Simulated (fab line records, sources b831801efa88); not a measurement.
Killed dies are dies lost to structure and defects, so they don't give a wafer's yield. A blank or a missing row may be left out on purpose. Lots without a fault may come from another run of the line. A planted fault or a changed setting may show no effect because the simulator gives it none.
Which tool did it? | flow sky130 | 11 lots, 33 wafers sampled, at 4 steps of a route of 708

WHAT THE GAUGES READ, wafer by wafer
SKY_METAL3_CD_MEAS_13: target cd 300 nm.
lot  | measured     | on        | cd_nm (nm)
L977 | day 39 13:00 | cd_sem-02 | 301.0 300.7 299.4
L978 | day 39 14:38 | cd_sem-02 | 300.3 299.3 300.2
L979 | day 39 16:12 | cd_sem-01 | 296.2 298.5 297.8
L982 | day 41 09:49 | cd_sem-02 | 299.7 299.7 300.4
L984 | day 41 12:01 | cd_sem-02 | 302.6 303.0 305.4
L983 | day 41 12:22 | cd_sem-01 | 301.3 300.9 300.7
L987 | day 41 18:26 | cd_sem-01 | 299.8 301.0 301.1
L992 | day 42 19:59 | cd_sem-01 | 328.0 328.8 327.4
L994 | day 43 13:07 | cd_sem-02 | 322.1 322.8 320.4
L996 | day 44 06:31 | cd_sem-01 | 300.9 300.9 300.9
L997 | day 44 09:56 | cd_sem-02 | 295.8 298.3 298.3

WHICH TOOL RAN EACH LOT (tool, then ch and the chambers of the sampled wafers, then the start)
lot  | SKY_METAL3_SPUTTER_02        | SKY_CAPM_STRIP_14                    | SKY_METAL3_EXPOSE_10
L977 | pvd_sputter-04, day 37 08:29 | plasma_asher-02 ch 0,1, day 38 10:58 | krf_scanner-02 ch 0, day 39 00:53
L978 | pvd_sputter-04, day 37 10:44 | plasma_asher-03 ch 0,1, day 38 12:38 | krf_scanner-02 ch 0, day 39 01:57
L979 | pvd_sputter-01, day 37 13:13 | plasma_asher-02 ch 0,1, day 38 14:55 | krf_scanner-01 ch 0, day 39 04:26
L982 | pvd_sputter-03, day 39 08:22 | plasma_asher-02 ch 0,1, day 40 08:40 | krf_scanner-01 ch 0, day 40 21:07
L984 | pvd_sputter-01, day 39 10:07 | plasma_asher-03 ch 0,1, day 40 10:46 | krf_scanner-02 ch 0, day 40 23:14
L983 | pvd_sputter-03, day 39 10:46 | plasma_asher-02 ch 0,1, day 40 11:14 | krf_scanner-01 ch 0, day 40 23:41
L987 | pvd_sputter-04, day 39 17:35 | plasma_asher-02 ch 0,1, day 40 17:41 | krf_scanner-02 ch 0, day 41 07:15
L992 | pvd_sputter-04, day 40 20:11 | plasma_asher-02 ch 0,1, day 41 20:23 | krf_scanner-02 ch 0, day 42 09:55
L994 | pvd_sputter-03, day 41 14:56 | plasma_asher-03 ch 0,1, day 42 14:53 | krf_scanner-02 ch 0, day 43 02:20
L996 | pvd_sputter-01, day 42 09:41 | plasma_asher-02 ch 0,1, day 43 08:23 | krf_scanner-01 ch 0, day 43 19:25
L997 | pvd_sputter-01, day 42 12:17 | plasma_asher-01 ch 0,1, day 43 11:07 | krf_scanner-01 ch 0, day 43 22:22
- SKY_METAL3_SPUTTER_02: material AlCu, target thk 735 nm, time 39.1 s.
- SKY_CAPM_STRIP_14: strips in O2/N2.
- SKY_METAL3_EXPOSE_10: exposes mask MM3, target cd 300 nm.

WHAT THE TOOLS THEMSELVES READ (means of the sampled wafers that have a number; where no wafer has one, the mark that the record gives instead)
SKY_METAL3_SPUTTER_02.
lot  | tool           | chamber_pressure_pa (Pa) | throttle_valve_pct (%)
L977 | pvd_sputter-04 | 0.4000                   | 29.2
L978 | pvd_sputter-04 | 0.4002                   | 30.8
L979 | pvd_sputter-01 | 0.3999                   | 29.9
L982 | pvd_sputter-03 | 0.4000                   | 30.0
L984 | pvd_sputter-01 | 0.4002                   | 30.3
L983 | pvd_sputter-03 | 0.4010                   | 29.9
L987 | pvd_sputter-04 | 0.4009                   | 30.2
L992 | pvd_sputter-04 | 0.4006                   | 30.4
L994 | pvd_sputter-03 | 0.3999                   | 29.7
L996 | pvd_sputter-01 | 0.3995                   | 30.8
L997 | pvd_sputter-01 | 0.4005                   | 30.7

SKY_CAPM_STRIP_14.
lot  | tool            | chamber_pressure_mTorr (mTorr) | drypump_motor_current_A (A) | o2_flow_sccm (sccm) | oes_product_au (a.u.) | strip_time_to_endpoint_s (s)
L977 | plasma_asher-02 | 1500.7                         | 5.68                        | 2995                | 0.712                 | 12.38
L978 | plasma_asher-03 | 1500.5                         | 5.57                        | 2995                | 0.710                 | 12.39
L979 | plasma_asher-02 | 1501.0                         | 5.68                        | 2997                | 0.710                 | 12.40
L982 | plasma_asher-02 | 1500.0                         | 5.68                        | 3010                | 0.708                 | 12.35
L984 | plasma_asher-03 | 1500.7                         | 5.51                        | 2993                | 0.713                 | 12.44
L983 | plasma_asher-02 | 1502.4                         | 5.72                        | 3000                | 0.711                 | 12.38
L987 | plasma_asher-02 | 1500.6                         | 5.74                        | 3005                | 0.713                 | 12.38
L992 | plasma_asher-02 | 1499.9                         | 5.74                        | 3003                | 0.708                 | 12.40
L994 | plasma_asher-03 | 1500.1                         | 5.56                        | 2997                | 0.711                 | 12.30
L996 | plasma_asher-02 | 1500.8                         | 5.67                        | 2992                | 0.713                 | 12.39
L997 | plasma_asher-01 | 1500.7                         | 6.08                        | 3005                | 0.709                 | 12.37

SKY_METAL3_EXPOSE_10.
lot  | tool           | exposure_dose_mJ_cm2
L977 | krf_scanner-02 | 27.962
L978 | krf_scanner-02 | 28.001
L979 | krf_scanner-01 | 28.011
L982 | krf_scanner-01 | 28.026
L984 | krf_scanner-02 | 27.985
L983 | krf_scanner-01 | 28.017
L987 | krf_scanner-02 | 27.995
L992 | krf_scanner-02 | 23.935
L994 | krf_scanner-02 | 24.722
L996 | krf_scanner-01 | 27.999
L997 | krf_scanner-01 | 27.982

THE ANSWER, worked out from the rows above alone
Rule: what is usual is taken from the lots themselves. Put in order of their means at a reading, lots are off if they are a third of the lots or fewer, leave a main group of 4 or more, and stand apart from it by a gap of 3 or more times the standard deviation of the main group's means; of several such gaps the widest counts. A main group whose means are all the same, to the digits that the tables above print for the reading, isn't used. A lot without any number at a reading at which 4 lots or more have one is off too. The other lots that the step has rows for count as sound. The gauges are gone through in route order, then the tools' own readings, and for those a lot's mean is taken as printed above. The first step at which some lot is off is used, and at that step the reading that is off furthest; a lot without a number counts as furthest.
Off: L992, L994, at SKY_METAL3_CD_MEAS_13 (cd_nm). The main group: mean 300.2 nm, standard deviation 1.8.
A tool fits if, at a process step before that reading, it ran every lot that is off, and no sound lot after the first of them. The gauges at SKY_METAL3_CD_MEAS_13 aren't tried: what is off there is off at SKY_METAL3_EXPOSE_10 too, on other tools, and a gauge's error can't cause that. One fits: krf_scanner-02 at SKY_METAL3_EXPOSE_10. Its last sound lot is L987 (day 41 07:15), its first lot that is off L992 (day 42 09:55): a fault that began between those two fits.
The tool's own readings at SKY_METAL3_EXPOSE_10 bear it out: on the lots that are off they differ by more than 5 times the standard deviation of the sound lots' means. exposure_dose_mJ_cm2 reads 24.328 there against 27.998 on the sound lots.

WHAT THE SIMULATOR HAD PUT IN
Process parameter drift: krf_scanner-02, from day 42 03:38 on, at SKY_METAL3_EXPOSE_10. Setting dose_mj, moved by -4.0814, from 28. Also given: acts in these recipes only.
Lots struck among those shown: L992, L994. The rule above found the same.
